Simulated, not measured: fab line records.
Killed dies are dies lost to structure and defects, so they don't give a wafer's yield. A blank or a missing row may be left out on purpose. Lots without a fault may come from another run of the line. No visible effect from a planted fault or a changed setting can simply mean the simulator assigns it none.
Struck lot and sound lot, side by side ; flow sky130 ; 43 out of 708 route steps
Sound: the wafers L750.1, L750.4, L750.6. The struck wafers were L764.1, L764.2, L764.5. The cause is given at the end.
Per side, at each step with rows, come the tool, then ch with its chambers, and then its first start. Under that, the readings that differ: sound wafers ; struck wafers ; difference of the means ; sigmas: that difference in standard deviations of wafers without a fault.
alike: same words and numbers on both sides, and readings whose means sit less than 2 such deviations apart. not compared: any withheld reading, any reading some wafer has no value for, any bound like >300 that may hide the same value, and any number with overlapping values for which the record gives no deviation.
Wherever a step has rows on one side only, a row that says differs or no value, or a row with sigmas, the two part there. When numbers do not overlap yet have no deviation, they are printed without sigmas and do not part them. Lack of a reading on every wafer of one side parts them only where that side has two or more wafers.

first, 3 steps without rows for these wafers: SKY_FIELD_ISO_WET_ETCH_30 (etches SiO2 in dHF, target depth 25 nm, time 50 s); SKY_NWELL_CLEAN_00 (cleans in SC1/SC2, time 150 s); SKY_NWELL_OXIDATION_01 (stabilise 600 s, purge 300 s, target thk 10 nm).
SKY_NWELL_THK_MEAS_02:
  sound on film metro-01, day 3 14:31; struck on film metro-04, day 6 09:50
  alike: NWELL_OXIDATION_THK
then, 8 steps without rows for these wafers: SKY_DNWELL_DEHYDRATE_00 (time 60 s); SKY_DNWELL_HMDS_01 (prime time 60 s); SKY_DNWELL_COAT_02 (resist thk 3000 nm); SKY_DNWELL_SOFTBAKE_03; SKY_DNWELL_EXPOSE_04 (exposes mask DNM, target cd 3000 nm); SKY_DNWELL_PEB_05; SKY_DNWELL_DEVELOP_06 (develop time 62.68 s); SKY_DNWELL_IMPLANT_07.
SKY_DNWELL_STRIP_08: strips in O2/N2.
  sound on plasma asher-04 ch 0,1, day 4 05:54; struck on plasma asher-01 ch 0,1, day 7 04:59
  alike: drypump motor current A, n2 flow sccm, oes product au, strip time to endpoint s
  not compared: rf hours counter h
SKY_DNWELL_TW_MEAS_09:
  sound on film metro-01, day 4 06:00; struck on film metro-01, day 7 05:05
  alike: DNWELL_TW
then, 7 steps without rows for these wafers: SKY_PWDE_DEHYDRATE_00 (time 60 s); SKY_PWDE_HMDS_01 (prime time 60 s); SKY_PWDE_COAT_02 (resist thk 3000 nm); SKY_PWDE_SOFTBAKE_03; SKY_PWDE_EXPOSE_04 (exposes mask PWDEM, target cd 840 nm); SKY_PWDE_PEB_05; SKY_PWDE_DEVELOP_06 (develop time 60 s).
SKY_PWDE_OVL_MEAS_07:
  sound on overlay-02, day 4 21:28; struck on overlay-01, day 8 00:33
  alike: PWDE_OVL
after that, 1 step had no rows for these wafers: SKY_PWDE_IMPLANT_08.
SKY_PWDE_STRIP_09: strips in O2/N2.
  sound on plasma asher-02 ch 0,1, day 4 21:39; struck on plasma asher-03 ch 0,1, day 8 00:44
  alike: drypump motor current A, n2 flow sccm, oes product au, strip time to endpoint s
  not compared: rf hours counter h
SKY_PWDE_TW_MEAS_10:
  sound on film metro-01, day 4 21:45; struck on film metro-04, day 8 00:51
  alike: PWDE_TW
then, 7 steps without rows for these wafers: SKY_NWELL_DEHYDRATE_03 (time 60 s); SKY_NWELL_HMDS_04 (prime time 60 s); SKY_NWELL_COAT_05 (resist thk 3000 nm); SKY_NWELL_SOFTBAKE_06; SKY_NWELL_EXPOSE_07 (exposes mask NWM, target cd 840 nm); SKY_NWELL_PEB_08; SKY_NWELL_DEVELOP_09 (develop time 60 s).
SKY_NWELL_OVL_MEAS_10:
  sound on overlay-02, day 5 15:05; struck on overlay-01, day 8 20:36
  alike: NWELL_00_OVL
then, 3 steps without rows for these wafers: SKY_NWELL_IMPLANT_11; SKY_NWELL_IMPLANT_12; SKY_NWELL_IMPLANT_13.
SKY_NWELL_STRIP_14: strips in O2/N2.
  sound on plasma asher-01 ch 0,1, day 5 15:35; struck on plasma asher-01 ch 0,1, day 8 21:05
  alike: drypump motor current A, n2 flow sccm, oes product au, strip time to endpoint s
  not compared: rf hours counter h
SKY_NWELL_TW_MEAS_15:
  sound on film metro-01, day 5 15:41; struck on film metro-01, day 8 21:11
  alike: NWELL_TW
then, 4 steps without rows for these wafers: SKY_NWELL_DEHYDRATE_16 (time 60 s); SKY_NWELL_HMDS_17 (prime time 60 s); SKY_NWELL_COAT_18 (resist thk 3000 nm); SKY_NWELL_SOFTBAKE_19.
-- the record jumps here: 41 days lie between the struck wafers' starts before and after (it left off in module NWELL and takes up again in module PAD_OPEN, whose first step shown is number 708 of the route) --
SKY_PAD_OPEN_PROBE_99:
  the record has rows for the struck wafers here (prober-01, day 49 22:43) and none for the sound ones

== WHERE THEY PART ==
Only at SKY_PAD_OPEN_PROBE_99, within this record.

WHY: what had been put in by the simulator
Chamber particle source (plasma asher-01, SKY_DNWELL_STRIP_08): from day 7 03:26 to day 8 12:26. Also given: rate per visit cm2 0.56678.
